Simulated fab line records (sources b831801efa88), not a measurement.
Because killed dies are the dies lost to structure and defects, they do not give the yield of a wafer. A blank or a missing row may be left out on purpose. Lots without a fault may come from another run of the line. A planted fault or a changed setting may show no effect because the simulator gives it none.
2 desks, one fault | flow gf180mcu | every desk sees just its own numbers, and what lay behind them comes last

== THE TOOL OWNER'S DESK: pvd sputter-03 ==
The tool's own readings at GF_M1_SPUTTER_03 (material Ti, target thk 10 nm, time 6.7 s): means of the sampled wafers that have a number, for each lot that ran on this tool. A lot is out of limits, marked OUT, if its mean lies more than 4 standard deviations from the usual mean; the brackets give that distance.
Columns: A = cathode dc power W at GF_M1_SPUTTER_03, usual 3000.1 W; B = throttle valve pct at GF_M1_SPUTTER_03, usual 29.9 %
lot  | first seen here | A      | B
L608 | day 20 15:44    | 2999.6 | 30.9
L618 | day 24 08:14    | 3000.7 | 30.0
L617 | day 24 09:07    | 2999.7 | 29.8
Finding of this desk: none of the 3 lots has anything out of limits.

== FROM THE METROLOGY DESK ==
What the gauges read, lot by lot, whatever tool the lot ran on: means of the sampled wafers that have a number. A lot is out of limits, marked OUT, if its mean lies more than 4 standard deviations from the usual mean; the brackets give that distance.
Columns: A = CONTACT_W_RS at GF_CONTACT_RS_MEAS_25, usual 0.385 ohm/sq; B = CONTACT_W_THK at GF_CONTACT_THK_MEAS_26, usual 294 nm
lot  | first seen here | A     | B
L595 | day 16 00:38    | 0.386 | 293
L608 | day 20 15:06    | 0.392 | 287
L616 | day 23 21:08    | 0.378 | 301
L618 | day 24 07:37    | 0.380 | 296
L617 | day 24 08:29    | 0.384 | 294
Finding of this desk: none of the 5 lots has anything out of limits.

== BROUGHT TOGETHER ==
Nothing out of limits was seen by the tool owner's desk.
Nothing out of limits was seen by the metrology desk.

== WHAT HAD BEEN PUT IN BY THE SIMULATOR ==
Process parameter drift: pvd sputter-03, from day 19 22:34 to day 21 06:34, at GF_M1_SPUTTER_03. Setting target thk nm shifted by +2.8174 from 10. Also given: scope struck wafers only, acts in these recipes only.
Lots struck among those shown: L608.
